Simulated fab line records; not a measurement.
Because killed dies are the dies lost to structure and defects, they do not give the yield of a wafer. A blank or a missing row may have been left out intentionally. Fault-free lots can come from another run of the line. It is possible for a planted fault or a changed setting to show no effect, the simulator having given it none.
fab line records	flow sky130
[record] lots = 12	wafers = 36	lastDay = 50
route steps=708 shown FIELD_ISO@1 NWELL@76 VT_ADJUST_LVTN@105 VT_ADJUST_PCH@152
lots untouched by any fault: they come from a run of this same line in which no faults occurred
startH: hours from the record's first day to the start of the lot's first wafer shown	waitH: how many hours have passed since the lot's step before this one	" repeats the value in the row above	L1.1+2: a row that stands for several wafers	- value missing, or start not given	* or withheld: withheld	< > ~ a bound
route shown NAME@n: a module of which the file shows steps, and the number in the route of the first	usual: average and standard deviation across the fault-free wafers	same: alike in all rows	chamber/n: place in a boat	sites: the reading at each site	_std_site: the values' standard deviation	_edge_site: mean of outer sites minus mean of inner sites	radiusMm: how far each site lies from the wafer's centre	mask NAME#n: copy n	behind: tool/chamber where the wafer was last shaped	hold: why the lot went on hold/how many hours it stayed there/how the hold came to an end	device: the transistor (n, p or np) that didn't switch	end of line: the same wafers' tests at the end of the route	step lacking rows: just its recipe	killed: at the first sort, the dies lost to defects and structure; wafer yield is something else	map: a wafer's dies, marking killed ones x, the rest . and places with no die _
set.NAME: the setting that was run; set.NAME@STEP: the one run at that earlier step	model.NAME: the simulator's own value behind a step, which no gauge read
the route's steps for a sample of lots (tables are steps, rows are wafers)
services: the hour from which a tool's chamber was out of use, counted from the record's first day as startH (under 0 if before that day), plus the number of hours and why
[[steps]]
[step SKY_FIELD_ISO_BOW_MEAS_00]
[recipe] mode = bow
[usual] INCOMING_BOW = 0/7.2
lot.wafer	tool	chamber	startH	waitH	INCOMING_BOW[um]
L973.2	filmMetro-04	-	10.02	-	-2
L973.3	"	-	"	"	-9
L973.4	"	-	"	"	-8
L974.1	filmMetro-02	-	15.00	-	1
L974.5	"	-	"	"	-5
L974.6	"	-	"	"	8
L975.2	filmMetro-02	-	20.02	-	-1
L975.3	"	-	"	"	-5
L975.5	"	-	"	"	4
L976.1	filmMetro-02	-	25.00	-	-6
L976.4	"	-	"	"	7
L976.5	"	-	"	"	10
L983.3	filmMetro-03	-	60.04	-	-24
L983.5	"	-	"	"	10
L983.6	"	-	"	"	0
L986.1	filmMetro-04	-	75.00	-	2
L986.2	"	-	"	"	18
L986.4	"	-	"	"	0
L987.2	filmMetro-03	-	80.02	-	-10
L987.3	"	-	"	"	3
L987.6	"	-	"	"	1
L988.4	filmMetro-04	-	85.06	-	1
L988.5	"	-	"	"	-13
L988.6	"	-	"	"	0
L990.3	filmMetro-03	-	95.04	-	-5
L990.4	"	-	"	"	1
L990.6	"	-	"	"	3
L991.2	filmMetro-04	-	100.02	-	-9
L991.3	"	-	"	"	12
L991.4	"	-	"	"	0
L993.1	filmMetro-02	-	110.00	-	-1
L993.5	"	-	"	"	-2
L993.6	"	-	"	"	-5
L995.3	filmMetro-04	-	120.04	-	1
L995.4	"	-	"	"	2
L995.6	"	-	"	"	4
[step SKY_NWELL_OVL_MEAS_23]
[usual] NWELL_01_OVL = 0.2/1.3
lot.wafer	tool	chamber	startH	waitH	NWELL_01_OVL[nm]
L973.2	overlay-01	-	104.39	-	2.0
L973.3	"	-	"	"	2.6
L973.4	"	-	"	"	3.1
L974.1	overlay-02	-	110.43	-	0.2
L974.5	"	-	"	"	0.3
L974.6	"	-	"	"	-0.2
L975.2	overlay-02	-	123.12	-	1.4
L975.3	"	-	"	"	1.6
L975.5	"	-	"	"	-0.4
L976.1	overlay-01	-	125.32	-	1.3
L976.4	"	-	"	"	0.8
L976.5	"	-	"	"	0.0
L983.3	overlay-01	-	164.97	-	-0.3
L983.5	"	-	"	"	0.3
L983.6	"	-	"	"	-1.0
L986.1	overlay-01	-	183.93	-	-1.5
L986.2	"	-	"	"	-2.5
L986.4	"	-	"	"	-0.7
L987.2	overlay-02	-	192.24	-	-1.2
L987.3	"	-	"	"	0.2
L987.6	"	-	"	"	-0.7
L988.4	overlay-02	-	206.29	-	0.4
L988.5	"	-	"	"	1.5
L988.6	"	-	"	"	1.6
L990.3	overlay-02	-	208.72	-	0.0
L990.4	"	-	"	"	1.7
L990.6	"	-	"	"	0.5
L991.2	overlay-02	-	216.02	-	2.7
L991.3	"	-	"	"	2.4
L991.4	"	-	"	"	0.8
L993.1	overlay-01	-	228.32	-	0.3
L993.5	"	-	"	"	-1.5
L993.6	"	-	"	"	2.1
L995.3	overlay-02	-	234.83	-	-0.1
L995.4	"	-	"	"	1.0
L995.6	"	-	"	"	0.6
[step SKY_VT_ADJUST_LVTN_IMPLANT_08]
[recipe] species = B	energyKev = 30	doseCm2 = 1.57e+12	tiltDeg = withheld
[usual] doseIonsCm2 = 1.5707e+12/1.7e+09
lot.wafer	tool	chamber	startH	waitH	doseIonsCm2
L973.2	implanter-02	0	141.13	0.0	1.5692e+12
L973.3	"	0	"	"	1.5699e+12
L973.4	"	0	"	"	1.573e+12
L974.1	implanter-01	0	147.97	0.0	1.5708e+12
L974.5	"	0	"	"	1.5709e+12
L974.6	"	0	"	"	1.5724e+12
L974.1	implanter-01	0	148.28	0.3	1.5692e+12
L974.5	"	0	"	"	1.5674e+12
L974.6	"	0	"	"	1.5686e+12
L975.2	implanter-03	0	162.24	0.0	1.5714e+12
L975.3	"	0	"	"	1.5698e+12
L975.5	"	0	"	"	1.5703e+12
L975.2	implanter-03	0	162.69	0.4	1.5703e+12
L975.3	"	0	"	"	1.5696e+12
L975.5	"	0	"	"	1.5694e+12
L976.1	implanter-03	0	165.35	0.0	1.5689e+12
L976.4	"	0	"	"	1.5697e+12
L976.5	"	0	"	"	1.569e+12
L983.3	implanter-03	0	208.25	0.1	1.5701e+12
L983.5	"	0	"	"	1.5689e+12
L983.6	"	0	"	"	1.5725e+12
L983.3	implanter-03	0	208.57	0.3	1.5678e+12
L983.5	"	0	"	"	1.5667e+12
L983.6	"	0	"	"	1.5681e+12
L986.1	implanter-02	0	228.07	0.0	1.568e+12
L986.2	"	0	"	"	1.5707e+12
L986.4	"	0	"	"	1.5685e+12
L987.2	implanter-02	0	237.22	0.0	1.5715e+12
L987.3	"	0	"	"	1.5706e+12
L987.6	"	0	"	"	1.5707e+12
L988.4	implanter-01	0	252.23	0.1	1.5733e+12
L988.5	"	0	"	"	1.5737e+12
L988.6	"	0	"	"	1.5729e+12
L990.3	implanter-02	0	255.40	0.1	1.5731e+12
L990.4	"	0	"	"	1.5697e+12
L990.6	"	0	"	"	1.5699e+12
L991.2	implanter-02	0	262.94	0.0	1.5687e+12
L991.3	"	0	"	"	1.5681e+12
L991.4	"	0	"	"	1.5685e+12
L993.1	implanter-03	0	276.25	0.0	1.5704e+12
L993.5	"	0	"	"	1.5723e+12
L993.6	"	0	"	"	1.5708e+12
L995.3	implanter-02	0	283.07	0.1	1.5731e+12
L995.4	"	0	"	"	1.5709e+12
L995.6	"	0	"	"	1.5731e+12
[step SKY_VT_ADJUST_LVTN_TW_MEAS_10]
[usual] VT_ADJUST_LVTN_TW = 240.9/2.3
lot.wafer	tool	chamber	startH	waitH	VT_ADJUST_LVTN_TW
L973.2	filmMetro-01	-	141.37	0.1	244.3
L973.3	"	-	"	"	244.5
L973.4	"	-	"	"	244.5
L974.1	filmMetro-04	-	148.53	0.1	294.6
L974.5	"	-	"	"	293.5
L974.6	"	-	"	"	294.3
L975.2	filmMetro-01	-	162.93	0.1	296.8
L975.3	"	-	"	"	297.7
L975.5	"	-	"	"	295.8
L976.1	filmMetro-02	-	165.60	0.1	240.4
L976.4	"	-	"	"	241.0
L976.5	"	-	"	"	241.0
L983.3	filmMetro-04	-	208.79	0.1	292.9
L983.5	"	-	"	"	294.3
L983.6	"	-	"	"	294.5
L986.1	filmMetro-02	-	228.32	0.1	239.1
L986.2	"	-	"	"	240.4
L986.4	"	-	"	"	240.4
L987.2	filmMetro-01	-	237.46	0.1	243.7
L987.3	"	-	"	"	244.2
L987.6	"	-	"	"	244.6
L988.4	filmMetro-01	-	252.43	0.1	242.4
L988.5	"	-	"	"	243.3
L988.6	"	-	"	"	242.8
L990.3	filmMetro-01	-	255.62	0.1	242.6
L990.4	"	-	"	"	243.2
L990.6	"	-	"	"	242.4
L991.2	filmMetro-01	-	263.18	0.1	242.1
L991.3	"	-	"	"	243.4
L991.4	"	-	"	"	242.2
L993.1	filmMetro-04	-	276.50	0.1	241.0
L993.5	"	-	"	"	241.5
L993.6	"	-	"	"	239.5
L995.3	filmMetro-01	-	283.29	0.1	243.3
L995.4	"	-	"	"	242.4
L995.6	"	-	"	"	243.9
[step SKY_VT_ADJUST_PCH_STRIP_09]
[recipe] chemistry = O2/N2	powerW = 1400	pressureMtorr = 1500	platenTempC = withheld	o2FlowSccm = 3000	n2FlowSccm = 300	overashFraction = 0.5
[usual] drypumpMotorCurrentA = 5.60/0.27	oesProductAu = 0.722/0.0044	stripTimeToEndpointS = 36.89/0.099
lot.wafer	tool	chamber	startH	waitH	drypumpMotorCurrentA	oesProductAu	rfHoursCounterH	stripTimeToEndpointS
L973.2	plasmaAsher-02	0	225.52	0.1	5.75	0.726	51	36.97
L973.3	"	1	"	"	5.24	0.729	-	36.86
L973.4	"	0	"	"	5.76	0.719	-	36.97
L974.1	plasmaAsher-02	0	233.17	0.1	5.77	0.723	52	36.96
L974.5	"	1	"	"	5.23	0.732	-	36.84
L974.6	"	0	"	"	5.79	0.721	-	36.88
L975.2	plasmaAsher-03	1	249.22	0.1	5.76	0.712	41	36.75
L975.3	"	1	"	"	5.75	0.720	-	36.78
L975.5	"	0	"	"	5.29	0.722	-	36.89
L976.1	plasmaAsher-03	0	253.95	0.1	5.27	0.722	41	36.77
L976.4	"	1	"	"	5.78	0.723	-	36.73
L976.5	"	1	"	"	5.79	0.717	-	36.77
L983.3	plasmaAsher-02	0	304.78	0.1	5.77	0.727	-	36.98
L983.5	"	0	"	"	5.78	0.714	-	36.94
L983.6	"	1	"	"	5.24	0.716	-	36.90
L986.1	plasmaAsher-02	0	326.87	0.1	5.76	0.730	61	36.68
L986.2	"	1	"	"	5.21	0.726	61	36.63
L986.4	"	0	"	"	5.76	0.723	-	36.63
L987.2	plasmaAsher-04	0	336.45	0.1	5.66	0.728	69	36.94
L987.3	"	1	"	"	5.99	0.719	-	37.05
L987.6	"	1	"	"	5.98	0.717	-	36.93
L988.4	plasmaAsher-04	1	354.98	0.1	5.94	0.725	-	36.89
L988.5	"	1	"	"	5.93	0.715	-	36.84
L988.6	"	0	"	"	5.63	0.716	-	36.90
L990.3	plasmaAsher-03	0	359.15	0.1	5.26	0.719	-	37.04
L990.4	"	1	"	"	5.83	0.729	-	36.93
L990.6	"	0	"	"	5.26	0.733	-	36.99
L991.2	plasmaAsher-04	0	367.07	0.1	5.65	0.722	72	36.98
L991.3	"	0	"	"	5.66	0.719	-	36.95
L991.4	"	1	"	"	5.91	0.720	-	36.95
L993.1	plasmaAsher-04	1	382.95	0.1	5.93	0.725	73	36.90
L993.5	"	0	"	"	5.65	0.720	-	36.92
L993.6	"	1	"	"	5.95	0.714	-	36.77
L995.3	plasmaAsher-03	1	389.60	0.1	5.77	0.723	-	36.92
L995.4	"	0	"	"	5.26	0.721	-	36.97
L995.6	"	1	"	"	5.79	0.722	-	37.00
[[services]]
tool	chamber	startH	hours	kind
plasmaAsher-03	-	130.44	32.8	pm
implanter-02	-	145.40	4.6	repair
plasmaAsher-02	-	146.76	0.5	repair
implanter-02	-	180.64	0.8	repair
plasmaAsher-02	-	185.47	13.6	repair
plasmaAsher-03	-	195.75	4.3	repair
implanter-03	-	209.13	2.0	repair
implanter-03	-	227.16	5.1	repair
implanter-03	-	279.13	4.1	repair
plasmaAsher-02	-	284.48	5.2	repair
implanter-03	-	294.46	1.4	repair
implanter-03	-	304.55	4.8	pm
implanter-02	-	310.71	5.7	pm
implanter-02	-	318.65	1.3	repair
implanter-01	-	340.26	11.3	pm
plasmaAsher-03	-	342.79	1.5	repair
plasmaAsher-04	-	349.62	0.7	repair
plasmaAsher-04	-	358.22	2.4	repair
implanter-03	-	379.98	1.7	repair
implanter-01	-	383.85	30.0	repair
[[key]]
[firstSign] step = SKY_VT_ADJUST_LVTN_IMPLANT_08	reading = visit	direction = added
[effect] step = SKY_VT_ADJUST_LVTN_TW_MEAS_10	reading = VT_ADJUST_LVTN_TW	direction = up	sigmas = 23	usual = 240.9	struck = 294.9
metAt SKY_VT_ADJUST_LVTN_IMPLANT_08
struckLots L974,L975,L983
testerLeftOut L974,L975,L983
notActingAt SKY_FIELD_ISO_BOW_MEAS_00,SKY_NWELL_OVL_MEAS_23,SKY_VT_ADJUST_PCH_STRIP_09
[fault] kind = repeatedStepWhole	tool = implanter-01,implanter-02,implanter-03	chamber = -	onsetH = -	steps = SKY_VT_ADJUST_LVTN_IMPLANT_08	times = 1	scope = struckLotsOnly
// testerLeftOut: of these lots the tester's yield and bins aren't shown, on N5 and GAA mostly nor the transistor test; their killed dies are dies lost to structure and defects alone, not to doping, threshold or leakage, so they don't give the yield
